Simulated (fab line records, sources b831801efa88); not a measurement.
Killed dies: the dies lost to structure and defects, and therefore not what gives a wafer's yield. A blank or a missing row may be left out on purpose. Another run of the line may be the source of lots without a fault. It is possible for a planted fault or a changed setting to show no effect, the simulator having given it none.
fab line records	flow sky130
record: lots: 5	wafers: 15	lastDay: 50
route steps=708 shown CONTACT@407
lots untouched by any fault: they come from a run of this same line in which no faults occurred
startH: hours from the record's opening day to when the first of the lot's shown wafers began	waitH: hours elapsed since this lot's preceding step	" the same as in the row above	L1.1+2: a row that stands for several wafers	- no value, or no start was given	* or withheld: withheld	< > ~ a bound
route shown NAME@n: a module of which the file shows steps, and the number in the route of the first	usual: mean/standard deviation taken from wafers without a fault	same: alike in all rows	chamber/n: place in a boat	sites: per-site readings	_std_site: the values' standard deviation	_edge_site: outer sites' mean less inner sites'	radiusMm: how far each site lies from the wafer's centre	mask NAME#n: copy n	behind: tool/chamber where the wafer was last shaped	hold: why the lot was held/for how many hours/how that ended	device: which transistor (n, p or np) failed to switch	end of line: the same wafers' tests at the end of the route	a step with no rows: only its recipe	killed: count of dies lost to structure and defects at first sort (not the wafer's yield)	map: the dies of a wafer, with x for killed, . for not killed, _ for no die there
set.NAME: the setting as run; set.NAME@STEP: as run at that earlier step	model.NAME: the simulator's own value behind a step, which no gauge read
lots at selected steps of the route; one table per step, one row per wafer
services: when a tool's chamber went out of use (startH, in hours from the record's first day, below 0 if earlier), for how many hours, and the reason
== steps ==
step: SKY_CONTACT_THK_MEAS_01
recipe: reads: Si3N4_of_CONTACT_CVD_00
usual: CONTACT_CVD_00_THK: 75.1/1
lot.wafer	tool	chamber	startH	waitH	CONTACT_CVD_00_THK[nm]
L081.3	filmMetro-02	-	759.13	-	75.7
L081.5	"	-	"	"	76.7
L081.6	"	-	"	"	76.1
L083.3	filmMetro-04	-	774.02	-	74.7
L083.5	"	-	"	"	74.7
L083.6	"	-	"	"	74.9
L089.1	filmMetro-03	-	814.15	-	75.9
L089.3	"	-	"	"	74.7
L089.6	"	-	"	"	76.1
L091.3	filmMetro-02	-	832.24	-	74.4
L091.5	"	-	"	"	75.4
L091.6	"	-	"	"	76.7
L096.1	filmMetro-02	-	891.50	-	75.1
L096.2	"	-	"	"	74.5
L096.4	"	-	"	"	76.6
step: SKY_CONTACT_HDPCVD_02
recipe: material: SiO2	targetThkNm: 565	sigmaOpenFrac: 0.3	timeS: 94.2	tempC: 600	sih4FlowSccm: 60	pressureMtorr: 6
lot.wafer	tool	chamber	startH	waitH
L081.3+5+6	hdpcvd-01	0,0,1	759.17	0.0
L083.3+5+6	hdpcvd-02	0,2,0	774.06	0.0
L089.1+3+6	hdpcvd-02	0,2,2	814.21	0.1
L091.3+5+6	hdpcvd-02	2,2,0	832.28	0.0
L096.1+2+4	hdpcvd-02	1,0,2	891.56	0.1
step: SKY_CONTACT_THK_MEAS_03
recipe: reads: SiO2_of_CONTACT_HDPCVD_02
usual: CONTACT_HDPCVD_THK: 565/6.6
lot.wafer	tool	chamber	startH	waitH	CONTACT_HDPCVD_THK[nm]
L081.3	filmMetro-02	-	759.26	0.1	571
L081.5	"	-	"	"	569
L081.6	"	-	"	"	569
L083.3	filmMetro-03	-	774.15	0.1	573
L083.5	"	-	"	"	566
L083.6	"	-	"	"	574
L089.1	filmMetro-04	-	814.28	0.0	564
L089.3	"	-	"	"	554
L089.6	"	-	"	"	555
L091.3	filmMetro-04	-	832.36	0.1	563
L091.5	"	-	"	"	567
L091.6	"	-	"	"	571
L096.1	filmMetro-03	-	891.63	0.0	563
L096.2	"	-	"	"	583
L096.4	"	-	"	"	565
step: SKY_CONTACT_CMP_04
recipe: material: SiO2	downForcePsi: 4	platenRpm: 60	padVelocityMS: 0.94248
usual: edgeZonePressureFrac: 1.000/0.005	headPressurePsi: 4.000/0.0091	motorCurrentA: 12.0/1.1	slurryFlowMlMin: 149.9/0.45	timeToEndpointS: 80/4
lot.wafer	tool	chamber	startH	waitH	edgeZonePressureFrac	headPressurePsi	motorCurrentA	slurryFlowMlMin	timeToEndpointS
L081.3	cmp-01	2	759.35	0.1	1.002	3.996	13.9	149.7	79
L081.5	"	1	"	"	0.994	3.995	11.5	150.8	85
L081.6	"	2	"	"	0.995	3.988	14.2	149.3	80
L083.3	cmp-02	3	774.19	0.0	0.997	3.998	12.5	150.1	81
L083.5	"	3	"	"	1.002	3.999	12.8	150.3	81
L083.6	"	0	"	"	1.004	4.019	13.1	149.0	83
L089.3	cmp-01	1	814.39	0.1	1.000	4.001	11.5	149.6	73
L089.1	"	2	"	"	1.012	3.996	13.0	150.4	77
L089.6	"	1	"	"	0.998	3.991	11.5	149.3	74
L091.3	cmp-01	1	832.40	0.0	1.004	4.000	12.1	150.3	76
L091.5	"	1	"	"	0.996	3.997	12.2	150.3	81
L091.6	"	2	"	"	1.002	3.995	13.3	149.3	80
L096.4	cmp-01	1	891.69	0.0	1.013	3.996	12.3	150.9	84
L096.1	"	3	"	"	1.003	4.013	10.3	150.4	80
L096.2	"	0	"	"	0.992	4.005	10.0	150.5	90
step: SKY_CONTACT_BOW_MEAS_05
recipe: mode: bow
usual: CONTACT_BOW: 83/6.9
lot.wafer	tool	chamber	startH	waitH	CONTACT_BOW[um]
L081.3	filmMetro-04	-	759.64	0.2	88
L081.5	"	-	"	"	86
L081.6	"	-	"	"	92
L083.3	filmMetro-04	-	774.53	0.3	64
L083.5	"	-	"	"	75
L083.6	"	-	"	"	79
L089.1	filmMetro-04	-	814.64	0.1	78
L089.3	"	-	"	"	83
L089.6	"	-	"	"	84
L091.3	filmMetro-03	-	832.74	0.3	81
L091.5	"	-	"	"	92
L091.6	"	-	"	"	86
L096.1	filmMetro-02	-	891.99	0.1	84
L096.2	"	-	"	"	84
L096.4	"	-	"	"	90
step: SKY_CONTACT_DEHYDRATE_06
recipe: tempC: 200	timeS: 60
usual: exhaustPa: 45.0/0.92
lot.wafer	tool	chamber	startH	waitH	exhaustPa
L081.3	lithoTrack-01	0	772.15	12.5	44.6
L081.5	"	0	"	"	43.7
L081.6	"	0	"	"	44.8
L083.3	lithoTrack-02	0	787.49	12.9	43.9
L083.5	"	0	"	"	45.1
L083.6	"	0	"	"	44.1
L089.1	lithoTrack-04	0	826.16	11.5	43.8
L089.3	"	0	"	"	44.5
L089.6	"	0	"	"	45.3
L091.3	lithoTrack-04	0	845.36	12.6	45.9
L091.5	"	0	"	"	45.7
L091.6	"	0	"	"	45.6
L096.1	lithoTrack-01	0	904.05	12.0	44.6
L096.2	"	0	"	"	44.2
L096.4	"	0	"	"	44.2
step: SKY_CONTACT_HMDS_07
recipe: primeTimeS: 60	primeTempC: 120
usual: exhaustPa: 45.2/0.96
lot.wafer	tool	chamber	startH	waitH	exhaustPa
L081.3	lithoTrack-01	0	772.30	0.1	43.3
L081.5	"	0	"	"	44.3
L081.6	"	0	"	"	44.6
L083.3	lithoTrack-02	0	787.64	0.1	45.2
L083.5	"	0	"	"	44.9
L083.6	"	0	"	"	45.1
L089.1	lithoTrack-04	0	826.31	0.1	46.1
L089.3	"	0	"	"	46.8
L089.6	"	0	"	"	47.2
L091.3	lithoTrack-04	0	845.51	0.1	45.2
L091.5	"	0	"	"	45.3
L091.6	"	0	"	"	45.8
L096.1	lithoTrack-01	0	904.20	0.1	44.3
L096.2	"	0	"	"	45.2
L096.4	"	0	"	"	45.2
step: SKY_CONTACT_COAT_08
recipe: resist: BARC	tempC: withheld	timeS: withheld	spinRpm: 3000	resistThkNm: 60
usual: exhaustPa: 45.0/0.93
lot.wafer	tool	chamber	startH	waitH	exhaustPa
L081.3	lithoTrack-01	0	772.45	0.1	45.3
L081.5	"	0	"	"	46.1
L081.6	"	0	"	"	45.4
L083.3	lithoTrack-02	0	787.79	0.1	45.7
L083.5	"	0	"	"	46.2
L083.6	"	0	"	"	46.2
L089.1	lithoTrack-04	0	826.46	0.1	46.1
L089.3	"	0	"	"	44.2
L089.6	"	0	"	"	44.1
L091.3	lithoTrack-04	0	845.66	0.1	45.1
L091.5	"	0	"	"	44.7
L091.6	"	0	"	"	44.4
L096.1	lithoTrack-01	0	904.35	0.1	47.1
L096.2	"	0	"	"	46.0
L096.4	"	0	"	"	46.0
step: SKY_CONTACT_COAT_09
recipe: resist: KrF-thick	spinRpm: 3000	resistThkNm: 450
usual: exhaustPa: 45.0/0.81
lot.wafer	tool	chamber	startH	waitH	exhaustPa
L081.3	lithoTrack-01	0	-	-	45.7
L081.5	"	0	"	"	44.5
L081.6	"	0	"	"	44.2
L083.3	lithoTrack-02	0	-	-	44.6
L083.5	"	0	"	"	44.6
L083.6	"	0	"	"	44.1
L089.1	lithoTrack-04	0	-	-	45.8
L089.3	"	0	"	"	44.0
L089.6	"	0	"	"	44.8
L091.3	lithoTrack-04	0	-	-	44.4
L091.5	"	0	"	"	46.4
L091.6	"	0	"	"	44.8
L096.1	lithoTrack-01	0	-	-	45.9
L096.2	"	0	"	"	46.5
L096.4	"	0	"	"	46.5
step: SKY_CONTACT_SOFTBAKE_10
recipe: tempC: 100	timeS: 90	resist: KrF-thick
usual: exhaustPa: 44.6/0.87
lot.wafer	tool	chamber	startH	waitH	exhaustPa
L081.3	lithoTrack-01	0	-	-	44.0
L081.5	"	0	"	"	44.6
L081.6	"	0	"	"	44.4
L083.3	lithoTrack-02	0	-	-	44.0
L083.5	"	0	"	"	44.6
L083.6	"	0	"	"	44.4
L089.1	lithoTrack-04	0	-	-	45.1
L089.3	"	0	"	"	44.8
L089.6	"	0	"	"	43.5
L091.3	lithoTrack-04	0	-	-	44.7
L091.5	"	0	"	"	45.2
L091.6	"	0	"	"	44.9
L096.1	lithoTrack-01	0	-	-	46.0
L096.2	"	0	"	"	44.4
L096.4	"	0	"	"	44.0
step: SKY_CONTACT_EXPOSE_11
recipe: maskId: CTM1	na: 0.8	sourceShape: annular	sigmaInner: 0.55	sigmaOuter: 0.85	targetCdNm: 170	doseMj: 38
lot.wafer	tool	chamber	startH	waitH	mask
L081.3+5+6	krfScanner-01	0	-	-	CTM1#0
L083.3+5+6	krfScanner-02	0	-	-	CTM1#0
L089.1+3+6	krfScanner-02	0	-	-	CTM1#0
L091.3+5+6	krfScanner-02	0	-	-	CTM1#0
L096.1+2+4	krfScanner-01	0	-	-	CTM1#0
step: SKY_CONTACT_PEB_12
recipe: pebTempC: withheld	pebTimeS: withheld	resist: KrF-thick
usual: exhaustPa: 45.2/0.86
lot.wafer	tool	chamber	startH	waitH	exhaustPa
L081.3	lithoTrack-04	0	-	-	43.4
L081.5	"	0	"	"	45.2
L081.6	"	0	"	"	44.6
L083.3	lithoTrack-01	0	-	-	45.7
L083.5	"	0	"	"	44.8
L083.6	"	0	"	"	46.1
L089.1	lithoTrack-02	0	-	-	45.5
L089.3	"	0	"	"	44.7
L089.6	"	0	"	"	45.7
L091.3	lithoTrack-02	0	-	-	44.0
L091.5	"	0	"	"	45.8
L091.6	"	0	"	"	46.8
L096.1	lithoTrack-01	0	-	-	44.0
L096.2	"	0	"	"	43.1
L096.4	"	0	"	"	44.1
step: SKY_CONTACT_DEVELOP_13
recipe: developTimeS: 60	resist: KrF-thick	devTempC: 21
usual: exhaustPa: 44.9/0.84
lot.wafer	tool	chamber	startH	waitH	exhaustPa
L081.3	lithoTrack-04	0	-	-	44.7
L081.5	"	0	"	"	46.0
L081.6	"	0	"	"	44.9
L083.3	lithoTrack-01	0	-	-	44.9
L083.5	"	0	"	"	44.2
L083.6	"	0	"	"	45.6
L089.1	lithoTrack-02	0	-	-	44.0
L089.3	"	0	"	"	46.0
L089.6	"	0	"	"	45.5
L091.3	lithoTrack-02	0	-	-	45.1
L091.5	"	0	"	"	45.4
L091.6	"	0	"	"	45.5
L096.1	lithoTrack-01	0	-	-	44.2
L096.2	"	0	"	"	44.3
L096.4	"	0	"	"	44.4
step: SKY_CONTACT_CD_MEAS_14
recipe: targetCdNm: 170
usual: cdNm: 170.3/1.4
lot.wafer	tool	chamber	startH	waitH	cdNm
L081.3	cdSem-01	-	786.10	-	170.9
L081.5	"	-	"	"	170.8
L081.6	"	-	"	"	172.6
L083.3	cdSem-02	-	800.89	-	170.5
L083.5	"	-	"	"	169.8
L083.6	"	-	"	"	171.1
L089.1	cdSem-01	-	840.34	-	170.5
L089.3	"	-	"	"	170.2
L089.6	"	-	"	"	169.9
L091.3	cdSem-01	-	858.23	-	168.7
L091.5	"	-	"	"	170.2
L091.6	"	-	"	"	169.3
L096.1	cdSem-02	-	917.70	-	173.3
L096.2	"	-	"	"	172.7
L096.4	"	-	"	"	171.9
step: SKY_CONTACT_OVL_MEAS_15
usual: CONTACT_OVL: -2/5.6
lot.wafer	tool	chamber	startH	waitH	CONTACT_OVL[nm]
L081.3	overlay-02	-	786.19	0.1	-1
L081.5	"	-	"	"	-1
L081.6	"	-	"	"	-2
L083.3	overlay-01	-	800.98	0.1	-7
L083.5	"	-	"	"	-4
L083.6	"	-	"	"	-8
L089.1	overlay-02	-	840.46	0.1	6
L089.3	"	-	"	"	-4
L089.6	"	-	"	"	0
L091.3	overlay-02	-	858.33	0.1	1
L091.5	"	-	"	"	-3
L091.6	"	-	"	"	5
L096.1	overlay-01	-	917.82	0.1	0
L096.2	"	-	"	"	-4
L096.4	"	-	"	"	-5
step: SKY_CONTACT_ETCH_16
recipe: chemistry: N2/H2	target: BARC	ionEnergyEv: 200	sourceW: 500	biasW: 100	pressureMtorr: 30	n2FlowSccm: 100	h2FlowSccm: 200	stopOn: SiO2	timeS: 45.9	targetDepthA: 600
usual: drypumpMotorCurrentA: 5.6/0.41	oesProductAu: 0.855/0.0045	throttleValvePct: 13.225/0.0096
lot.wafer	tool	chamber	startH	waitH	drypumpMotorCurrentA	oesProductAu	rfHoursCounterH	throttleValvePct
L081.3	rieDiel-04	2	786.22	0.0	5.6	0.848	9	13.229
L081.5	"	3	"	"	5.3	0.858	-	13.230
L081.6	"	2	"	"	5.7	0.851	-	13.223
L083.3	rieDiel-04	3	801.00	0.0	5.3	0.856	1	13.222
L083.5	"	3	"	"	5.3	0.853	-	13.220
L083.6	"	0	"	"	5.9	0.854	-	13.238
L089.1	rieDiel-04	3	840.50	0.0	5.3	0.850	2	13.220
L089.3	"	2	"	"	5.7	0.854	10	13.236
L089.6	"	1	"	"	5.6	0.853	-	13.223
L091.3	rieDiel-04	2	858.35	0.0	5.7	0.855	11	13.229
L091.5	"	3	"	"	5.3	0.856	-	13.221
L091.6	"	2	"	"	5.8	0.858	-	13.233
L096.1	rieDiel-02	2	917.86	0.0	5.9	0.850	19	13.235
L096.2	"	1	"	"	6.5	0.851	17	13.243
L096.4	"	0	"	"	4.9	0.862	13	13.242
step: SKY_CONTACT_ETCH_17
recipe: target: SiO2	chemistry: C4F8/O2/Ar	stopOn: Si3N4	maskMaterial: KrF-thick	sourceW: 1500	biasW: 1200	pressureMtorr: 40	c4f8FlowSccm: withheld	O2_flow_sccm: 6	Ar_flow_sccm: 300	timeS: withheld	targetDepthA: 3400
usual: oesProductAu: 0.891/0.005
lot.wafer	tool	chamber	startH	waitH	oesProductAu
L081.3	rieDiel-04	2	786.26	0.0	0.893
L081.5	"	3	"	"	0.894
L081.6	"	2	"	"	0.888
L083.3	rieDiel-04	3	801.05	0.0	0.889
L083.5	"	3	"	"	0.892
L083.6	"	0	"	"	0.891
L089.1	rieDiel-04	3	840.54	0.0	0.889
L089.3	"	2	"	"	0.888
L089.6	"	1	"	"	0.897
L091.3	rieDiel-04	2	858.39	0.0	0.890
L091.5	"	3	"	"	0.891
L091.6	"	2	"	"	0.892
L096.1	rieDiel-02	2	917.90	0.0	0.893
L096.2	"	1	"	"	0.889
L096.4	"	0	"	"	0.889
step: SKY_CONTACT_ETCH_18
recipe: target: Si3N4	chemistry: CHF3/O2	stopOn: TiN	sourceW: 600	biasW: 200	pressureMtorr: 40	chf3FlowSccm: 50	O2_flow_sccm: 5	timeS: 39	targetDepthA: 750
usual: O2_flow_sccm: 5.001/0.014	drypumpMotorCurrentA: 5.6/0.41	oesProductAu: 0.855/0.0079	throttleValvePct: 8.793/0.0091
lot.wafer	tool	chamber	startH	waitH	O2_flow_sccm	drypumpMotorCurrentA	oesProductAu	rfHoursCounterH	throttleValvePct
L081.3	rieDiel-04	2	-	-	5.021	5.7	0.857	9	8.791
L081.5	"	3	"	"	4.990	5.3	0.862	-	8.793
L081.6	"	2	"	"	5.006	5.7	0.864	-	8.790
L083.3	rieDiel-04	3	-	-	5.010	5.3	0.855	1	8.781
L083.5	"	3	"	"	4.992	5.3	0.850	-	8.796
L083.6	"	0	"	"	5.006	5.9	0.846	-	8.787
L089.1	rieDiel-04	3	-	-	4.986	5.2	0.860	2	8.788
L089.3	"	2	"	"	5.008	5.7	0.850	10	8.795
L089.6	"	1	"	"	4.976	5.6	0.873	-	8.802
L091.3	rieDiel-04	2	-	-	4.983	5.7	0.853	11	8.786
L091.5	"	3	"	"	5.009	5.2	0.855	-	8.780
L091.6	"	2	"	"	4.983	5.7	0.867	-	8.797
L096.1	rieDiel-02	2	-	-	5.003	5.9	0.860	19	8.801
L096.2	"	1	"	"	5.009	6.4	0.856	17	8.804
L096.4	"	0	"	"	4.985	4.9	0.861	13	8.789
step: SKY_CONTACT_STRIP_19
recipe: chemistry: O2/N2	powerW: 1400	pressureMtorr: 1500	platenTempC: withheld	o2FlowSccm: 3000	n2FlowSccm: 300	overashFraction: 0.5
usual: drypumpMotorCurrentA: 5.81/0.24	oesProductAu: 0.381/0.0043	stripTimeToEndpointS: 3.62/0.038
same: overashFraction: 0.5
lot.wafer	tool	chamber	startH	waitH	drypumpMotorCurrentA	oesProductAu	rfHoursCounterH	stripTimeToEndpointS
L081.3	plasmaAsher-04	1	786.38	-	5.91	0.390	-	3.64
L081.5	"	0	"	"	5.96	0.385	-	3.62
L081.6	"	1	"	"	5.93	0.383	-	3.65
L083.3	plasmaAsher-01	1	801.17	-	5.74	0.386	-	3.62
L083.5	"	0	"	"	5.63	0.376	-	3.65
L083.6	"	1	"	"	5.74	0.388	-	3.69
L089.1	plasmaAsher-01	1	840.63	-	5.72	0.382	38	3.59
L089.3	"	0	"	"	5.63	0.388	-	3.65
L089.6	"	1	"	"	5.70	0.381	-	3.64
L091.3	plasmaAsher-01	1	858.51	-	5.71	0.387	-	3.57
L091.5	"	0	"	"	5.64	0.380	-	3.58
L091.6	"	1	"	"	5.72	0.381	-	3.63
L096.1	plasmaAsher-01	1	917.99	-	5.74	0.379	45	3.68
L096.2	"	0	"	"	5.63	0.390	45	3.64
L096.4	"	1	"	"	5.73	0.385	-	3.64
step: SKY_CONTACT_STRIP_20
recipe: chemistry: postEtchResidueRemover	timeS: 1200	tempC: 72.5
lot.wafer	tool	chamber	startH	waitH
L081.3+5+6	wetBench-02	2	786.45	0.0
L083.3+5+6	wetBench-02	1	801.24	0.0
L089.1+3+6	wetBench-01	1	840.73	0.1
L091.3+5+6	wetBench-03	2	858.58	0.0
L096.1+2+4	wetBench-01	2	918.09	0.1
== services ==
tool	chamber	startH	hours	kind
krfScanner-01	-	736.63	1.3	pm
cmp-01	-	744.22	4.0	pm
krfScanner-01	-	746.13	1.0	pm
hdpcvd-01	-	750.40	2.4	repair
plasmaAsher-04	-	771.42	4.5	repair
rieDiel-02	3	772.99	6.3	repair
plasmaAsher-01	-	797.23	1.4	repair
krfScanner-02	-	797.31	0.6	repair
wetBench-02	-	803.68	8.3	repair
krfScanner-01	-	814.65	0.8	pm
krfScanner-02	-	819.14	1.3	pm
krfScanner-01	-	823.10	0.3	repair
rieDiel-02	-	827.03	2.8	pm
krfScanner-02	-	838.32	0.8	pm
krfScanner-02	-	847.17	0.7	repair
rieDiel-02	1	852.92	15.3	repair
cmp-01	-	858.16	1.7	repair
cmp-01	-	865.34	2.3	pm
plasmaAsher-01	-	868.92	4.0	repair
plasmaAsher-01	-	873.64	1.2	repair
krfScanner-02	-	894.12	1.0	pm
plasmaAsher-01	-	901.61	2.8	pm
krfScanner-01	-	912.53	1.3	pm
krfScanner-01	-	915.13	1.0	pm
== key ==
fault none
